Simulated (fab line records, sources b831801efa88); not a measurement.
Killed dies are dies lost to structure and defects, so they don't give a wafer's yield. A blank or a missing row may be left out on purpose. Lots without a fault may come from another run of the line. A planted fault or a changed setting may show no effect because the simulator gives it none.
Problem report in the 8D (eight disciplines) form, filled by code | flow sky130 | the parts of the form that need people (team, actions taken, sign-off) are left out

1. THE PROBLEM
killed_at_M4_up at SKY_PAD_OPEN_PROBE_99 reads a mean of 70.0 on 1 wafer of 1 lot; wafers without a fault read 3.4 with a standard deviation of 2.1. That is +32 standard deviations from the usual mean.
First seen on wafer L143.5, day 51 13:50, on prober-02. The record holds 12 wafers of 4 lots with a number at this step. Rule for "out", or "out of limits": more than 4 standard deviations from the usual mean. The other wafers with a number count as sound.

2. WHAT IT IS AND WHAT IT IS NOT
question                    | is                                                                                                                         | is not
which readings at this step | killed_at_M4_up, defect_limited_yield, killed_dies, sort_bin_3_pad_short, sort_bin_5_function, sort_n_pass, sort_yield_pct | killed_at_M0_to_M3, killed_at_contacts, killed_at_front_end, killed_at_other, killed_open, killed_short, sort_bin_6_memory
which lots                  | L143                                                                                                                       | L123, L132, L136
which wafers of those lots  | L143.5                                                                                                                     | L143.3, L143.6
read on which tools         | prober-02                                                                                                                  | prober-01
when                        | from day 51 13:50                                                                                                          | up to then (10 sound wafers); but 1 sound wafer of L143 came after

3. SUSPECTS, AND WHAT RULES EACH OUT
Counting: a tool at a process step up to the reading stays a suspect if it ran every lot that is out. Sound lots after the first of them don't rule it out here, since some wafers of a struck lot are sound.
- rie_diel-03 at SKY_VIA4_ETCH_12 (etches SiO2 in C4F8/O2/Ar, stops on TiN, target depth 580 nm): kept. It ran the lot that is out, L143 (day 49 04:24).
- pvd_sputter-02 at SKY_METAL5_SPUTTER_01 (material TiN, target thk 20 nm, time 16.48 s): kept. It ran the lot that is out, L143 (day 49 06:14); its last sound lot up to then is L132 (day 46 20:34).
- rie_diel-02 at SKY_PASSIVATION_ETCH_11 (etches the open film in CF4/O2, stops on AlCu, target depth 725 nm, time 161.1 s): kept. It ran the lot that is out, L143 (day 50 18:49); its last sound lot up to then is L123 (day 46 02:52).
- prober-02 at SKY_PAD_OPEN_PROBE_99: kept. It ran the lot that is out, L143 (day 51 13:44). Its own readings are out on those wafers: defect_limited_yield, killed_at_M4_up, killed_dies, sort_bin_3_pad_short, sort_bin_5_function, sort_n_pass, sort_yield_pct.
- Within rie_diel-03 at SKY_VIA4_ETCH_12: the wafers that are out ran in chamber 0; their sound lot-mates ran in chamber 2.
- Within rie_diel-02 at SKY_PASSIVATION_ETCH_11: the wafers that are out ran in chamber 2; their sound lot-mates ran in chambers 1, 3.
Left after counting: rie_diel-03 at SKY_VIA4_ETCH_12, pvd_sputter-02 at SKY_METAL5_SPUTTER_01, rie_diel-02 at SKY_PASSIVATION_ETCH_11, prober-02 at SKY_PAD_OPEN_PROBE_99.

4. THE CAUSE (what the simulator had put in)
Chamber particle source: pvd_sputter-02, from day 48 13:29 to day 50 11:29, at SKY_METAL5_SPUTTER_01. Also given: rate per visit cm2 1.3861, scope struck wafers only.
Counting left 4 suspects, and this tool is among them.

5. THE CHAIN OF EFFECTS, in route order
Each row: a reading whose mean over the struck wafers that have a number lies more than 3 standard deviations from the usual. Only readings for which the record gives a usual standard deviation are gone through. hours: the time from each lot's start at the first step in this table that gives one to its start at this step, as a median over the lots. sigmas: the change in usual standard deviations.
hours | step                  | reading              | usual  | on struck wafers | change | sigmas
0     | SKY_PAD_OPEN_PROBE_99 | defect_limited_yield | 82.8 % | 70.7             | -12.1  | -5.8
0     | SKY_PAD_OPEN_PROBE_99 | killed_at_M4_up      | 3.4    | 70.0             | +66.6  | +32
0     | SKY_PAD_OPEN_PROBE_99 | killed_dies          | 85     | 144              | +59    | +5.9
0     | SKY_PAD_OPEN_PROBE_99 | sort_bin_3_pad_short | 0.8 %  | 3.9              | +3.1   | +6.5
0     | SKY_PAD_OPEN_PROBE_99 | sort_bin_5_function  | 10.2 % | 19.3             | +9.1   | +5.4
0     | SKY_PAD_OPEN_PROBE_99 | sort_n_pass          | 407    | 348              | -59    | -5.9
0     | SKY_PAD_OPEN_PROBE_99 | sort_yield_pct       | 82.8 % | 70.7             | -12.1  | -5.8
The process steps in it:
- SKY_PAD_OPEN_PROBE_99

6. WHAT WOULD HAVE CAUGHT IT SOONER
In this record the first reading out of limits was taken at day 51 13:50, 72 hours after the fault began at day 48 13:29.
Of the tool readings at SKY_METAL5_SPUTTER_01 for which the record gives a usual standard deviation, none was out on any struck wafer, so an alarm limit of 4 standard deviations on them would not have fired.
All the lots that are out (1) had begun SKY_METAL5_SPUTTER_01 on pvd_sputter-02 by day 51 13:50. A hold on the tool at that time would have spared none of them.
